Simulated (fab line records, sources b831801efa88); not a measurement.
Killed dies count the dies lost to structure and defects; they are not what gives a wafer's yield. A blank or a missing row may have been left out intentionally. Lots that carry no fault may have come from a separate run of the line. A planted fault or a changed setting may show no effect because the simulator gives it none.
Which of the tools did it? || flow sky130 || Sampling: 12 lots, 36 wafers, 4 of 708 route steps

== WHAT THE GAUGES READ, wafer by wafer ==
SKY_NWELL_TW_MEAS_15. Usual: for NWELL_TW the level is 1816 and the standard deviation is 17.
{"lot": "L277", "measured": "day 5 08:13", "on": "film_metro-04", "NWELL_TW": "1821 1833 1823", "flag": ""}
{"lot": "L278", "measured": "day 5 08:14", "on": "film_metro-03", "NWELL_TW": "1843 1845 1851", "flag": ""}
{"lot": "L279", "measured": "day 5 15:47", "on": "film_metro-03", "NWELL_TW": "1846 1841 1834", "flag": ""}
{"lot": "L280", "measured": "day 5 18:52", "on": "film_metro-03", "NWELL_TW": "1831 1842 1845", "flag": ""}
{"lot": "L281", "measured": "day 5 21:42", "on": "film_metro-02", "NWELL_TW": "1821 1811 1808", "flag": ""}
{"lot": "L283", "measured": "day 6 08:29", "on": "film_metro-02", "NWELL_TW": "1788 1780 1795", "flag": ""}
{"lot": "L284", "measured": "day 6 09:09", "on": "film_metro-02", "NWELL_TW": "1786 1798 1796", "flag": ""}
{"lot": "L286", "measured": "day 7 00:51", "on": "film_metro-03", "NWELL_TW": "1824 1825 1830", "flag": ""}
{"lot": "L289", "measured": "day 7 11:48", "on": "film_metro-03", "NWELL_TW": "1825 1827 1827", "flag": ""}
{"lot": "L290", "measured": "day 7 16:43", "on": "film_metro-02", "NWELL_TW": "1803 1811 1810", "flag": ""}
{"lot": "L291", "measured": "day 7 22:44", "on": "film_metro-02", "NWELL_TW": "1688 1688 1684", "flag": "OFF"}
{"lot": "L292", "measured": "day 8 06:52", "on": "film_metro-02", "NWELL_TW": "1673 1681 1671", "flag": "OFF"}

SKY_NWELL_RS_MEAS_29: a four-point-probe measurement. Usual: for NWELL_RS the level is 625.6 ohm/sq and the standard deviation is 1.9.
{"lot": "L277", "measured": "day 6 02:51", "on": "film_metro-02", "NWELL_RS (ohm/sq)": "626.1 623.5 623.8", "flag": ""}
{"lot": "L278", "measured": "day 6 02:58", "on": "film_metro-04", "NWELL_RS (ohm/sq)": "625.7 623.8 623.0", "flag": ""}
{"lot": "L279", "measured": "day 6 11:10", "on": "film_metro-03", "NWELL_RS (ohm/sq)": "622.0 623.3 622.0", "flag": ""}
{"lot": "L280", "measured": "day 6 14:39", "on": "film_metro-04", "NWELL_RS (ohm/sq)": "625.2 625.0 624.1", "flag": ""}
{"lot": "L281", "measured": "day 6 17:07", "on": "film_metro-02", "NWELL_RS (ohm/sq)": "623.7 623.7 620.7", "flag": ""}
{"lot": "L283", "measured": "day 7 03:52", "on": "film_metro-03", "NWELL_RS (ohm/sq)": "627.7 627.0 627.0", "flag": ""}
{"lot": "L284", "measured": "day 7 04:41", "on": "film_metro-02", "NWELL_RS (ohm/sq)": "624.8 623.8 622.9", "flag": ""}
{"lot": "L286", "measured": "day 7 21:17", "on": "film_metro-04", "NWELL_RS (ohm/sq)": "627.3 627.7 625.7", "flag": ""}
{"lot": "L289", "measured": "day 8 07:54", "on": "film_metro-03", "NWELL_RS (ohm/sq)": "626.4 623.8 627.1", "flag": ""}
{"lot": "L290", "measured": "day 8 13:25", "on": "film_metro-03", "NWELL_RS (ohm/sq)": "625.4 624.3 624.8", "flag": ""}
{"lot": "L291", "measured": "day 8 19:42", "on": "film_metro-02", "NWELL_RS (ohm/sq)": "704.2 704.3 704.9", "flag": "OFF"}
{"lot": "L292", "measured": "day 9 04:07", "on": "film_metro-04", "NWELL_RS (ohm/sq)": "710.0 710.6 710.7", "flag": "OFF"}

SKY_VIA2_BOW_MEAS_03. Usual: for VIA2_BOW the level is 87 um and the standard deviation is 7.1.
{"lot": "L277", "measured": "day 35 23:29", "on": "film_metro-04", "VIA2_BOW (um)": "91 92 96", "flag": ""}
{"lot": "L278", "measured": "day 36 08:02", "on": "film_metro-04", "VIA2_BOW (um)": "83 80 99", "flag": ""}
{"lot": "L279", "measured": "day 36 19:22", "on": "film_metro-01", "VIA2_BOW (um)": "83 72 89", "flag": ""}
{"lot": "L280", "measured": "day 36 19:56", "on": "film_metro-04", "VIA2_BOW (um)": "91 88 97", "flag": ""}
{"lot": "L281", "measured": "day 37 00:59", "on": "film_metro-01", "VIA2_BOW (um)": "87 84 89", "flag": ""}
{"lot": "L283", "measured": "day 37 14:35", "on": "film_metro-04", "VIA2_BOW (um)": "86 97 85", "flag": ""}
{"lot": "L284", "measured": "day 37 17:54", "on": "film_metro-01", "VIA2_BOW (um)": "87 94 87", "flag": ""}
{"lot": "L286", "measured": "day 38 11:16", "on": "film_metro-03", "VIA2_BOW (um)": "80 82 82", "flag": ""}
{"lot": "L289", "measured": "day 39 00:15", "on": "film_metro-03", "VIA2_BOW (um)": "87 91 90", "flag": ""}
{"lot": "L290", "measured": "day 39 18:24", "on": "film_metro-04", "VIA2_BOW (um)": "92 81 91", "flag": ""}
{"lot": "L291", "measured": "day 39 17:03", "on": "film_metro-03", "VIA2_BOW (um)": "83 94 88", "flag": ""}
{"lot": "L292", "measured": "day 40 01:22", "on": "film_metro-03", "VIA2_BOW (um)": "82 75 83", "flag": ""}

== WHICH TOOL RAN EACH LOT (tool, then ch and the chambers of the sampled wafers, then the start) ==
{"lot": "L277", "SKY_NWELL_IMPLANT_11": "implanter-03 ch 0, day 5 07:41"}
{"lot": "L278", "SKY_NWELL_IMPLANT_11": "implanter-02 ch 0, day 5 07:42"}
{"lot": "L279", "SKY_NWELL_IMPLANT_11": "implanter-03 ch 0, day 5 15:17"}
{"lot": "L280", "SKY_NWELL_IMPLANT_11": "implanter-01 ch 0, day 5 18:19"}
{"lot": "L281", "SKY_NWELL_IMPLANT_11": "implanter-01 ch 0, day 5 21:10"}
{"lot": "L283", "SKY_NWELL_IMPLANT_11": "implanter-03 ch 0, day 6 07:57"}
{"lot": "L284", "SKY_NWELL_IMPLANT_11": "implanter-02 ch 0, day 6 08:36"}
{"lot": "L286", "SKY_NWELL_IMPLANT_11": "implanter-02 ch 0, day 7 00:19"}
{"lot": "L289", "SKY_NWELL_IMPLANT_11": "implanter-03 ch 0, day 7 11:15"}
{"lot": "L290", "SKY_NWELL_IMPLANT_11": "implanter-01 ch 0, day 7 16:11"}
{"lot": "L291", "SKY_NWELL_IMPLANT_11": "implanter-01 ch 0, day 7 22:11"}
{"lot": "L292", "SKY_NWELL_IMPLANT_11": "implanter-01 ch 0, day 8 06:20"}
- SKY_NWELL_IMPLANT_11

== WHAT THE TOOLS THEMSELVES READ (means of the sampled wafers that have a number; where no wafer has one, the mark that the record gives instead) ==
SKY_NWELL_IMPLANT_11. Usual: beam_on_s 10.00 s, standard deviation 0.21; dose_ions_cm2 1.8997e+13, standard deviation 2.1e+10; faraday_current_uA 107.2, standard deviation 2.2.
{"lot": "L277", "tool": "implanter-03", "beam_on_s (s)": 10.24, "dose_ions_cm2": 1.8984e+13, "faraday_current_uA": 104.6, "flag": ""}
{"lot": "L278", "tool": "implanter-02", "beam_on_s (s)": 9.93, "dose_ions_cm2": 1.9016e+13, "faraday_current_uA": 108.1, "flag": ""}
{"lot": "L279", "tool": "implanter-03", "beam_on_s (s)": 9.87, "dose_ions_cm2": 1.8996e+13, "faraday_current_uA": 108.4, "flag": ""}
{"lot": "L280", "tool": "implanter-01", "beam_on_s (s)": 10.05, "dose_ions_cm2": 1.8979e+13, "faraday_current_uA": 106.6, "flag": ""}
{"lot": "L281", "tool": "implanter-01", "beam_on_s (s)": 10.14, "dose_ions_cm2": 1.8997e+13, "faraday_current_uA": 105.9, "flag": ""}
{"lot": "L283", "tool": "implanter-03", "beam_on_s (s)": 9.96, "dose_ions_cm2": 1.9015e+13, "faraday_current_uA": 107.6, "flag": ""}
{"lot": "L284", "tool": "implanter-02", "beam_on_s (s)": 10.06, "dose_ions_cm2": 1.8990e+13, "faraday_current_uA": 106.6, "flag": ""}
{"lot": "L286", "tool": "implanter-02", "beam_on_s (s)": 9.93, "dose_ions_cm2": 1.9002e+13, "faraday_current_uA": 107.8, "flag": ""}
{"lot": "L289", "tool": "implanter-03", "beam_on_s (s)": 10.23, "dose_ions_cm2": 1.9009e+13, "faraday_current_uA": 104.7, "flag": ""}
{"lot": "L290", "tool": "implanter-01", "beam_on_s (s)": 9.99, "dose_ions_cm2": 1.9006e+13, "faraday_current_uA": 107.4, "flag": ""}
{"lot": "L291", "tool": "implanter-01", "beam_on_s (s)": 10.03, "dose_ions_cm2": 1.5053e+13, "faraday_current_uA": 84.4, "flag": "OFF"}
{"lot": "L292", "tool": "implanter-01", "beam_on_s (s)": 9.92, "dose_ions_cm2": 1.5031e+13, "faraday_current_uA": 85.8, "flag": "OFF"}

== THE ANSWER, worked out from the rows above alone ==
Rule: lot off if the mean of its wafers having a number is beyond 3 standard deviations from the usual mean. A lot without any number at a reading at which 4 lots or more have one is off too. All remaining lots with rows at the step are treated as sound. After the gauges, taken in route order, come the tools' own readings; for these a lot's mean is taken, as printed above. At the first step where some lot is off, the reading lying furthest off is the one used; lots without a number count as furthest.
Off: at SKY_NWELL_TW_MEAS_15 (NWELL_TW), L291, L292.
If a tool, at a process step before that reading, ran all the lots that are off and no sound lot after the first of them, it fits. Not tried: the gauges at SKY_NWELL_TW_MEAS_15; whatever is off there is also off at SKY_NWELL_IMPLANT_11, on other tools, and gauge error can't account for it. One fits: implanter-01 at SKY_NWELL_IMPLANT_11. A fault onset in the window from L290 (day 7 16:11, its last sound lot) to L291 (day 7 22:11, its first lot off) fits.
The tool's own readings at SKY_NWELL_IMPLANT_11 bear it out: on the lots that are off they differ by more than 5 times the standard deviation of the sound lots' means. dose_ions_cm2 reads 1.5042e+13 there against 1.8999e+13 on the sound lots; faraday_current_uA reads 85.1 there against 106.8 on the sound lots.

== WHAT WAS PUT IN BY THE SIMULATOR ==
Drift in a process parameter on implanter-01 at SKY_NWELL_IMPLANT_11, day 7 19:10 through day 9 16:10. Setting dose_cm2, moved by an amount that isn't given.
Lots struck among those shown: L291, L292. The rule given above showed the same thing.
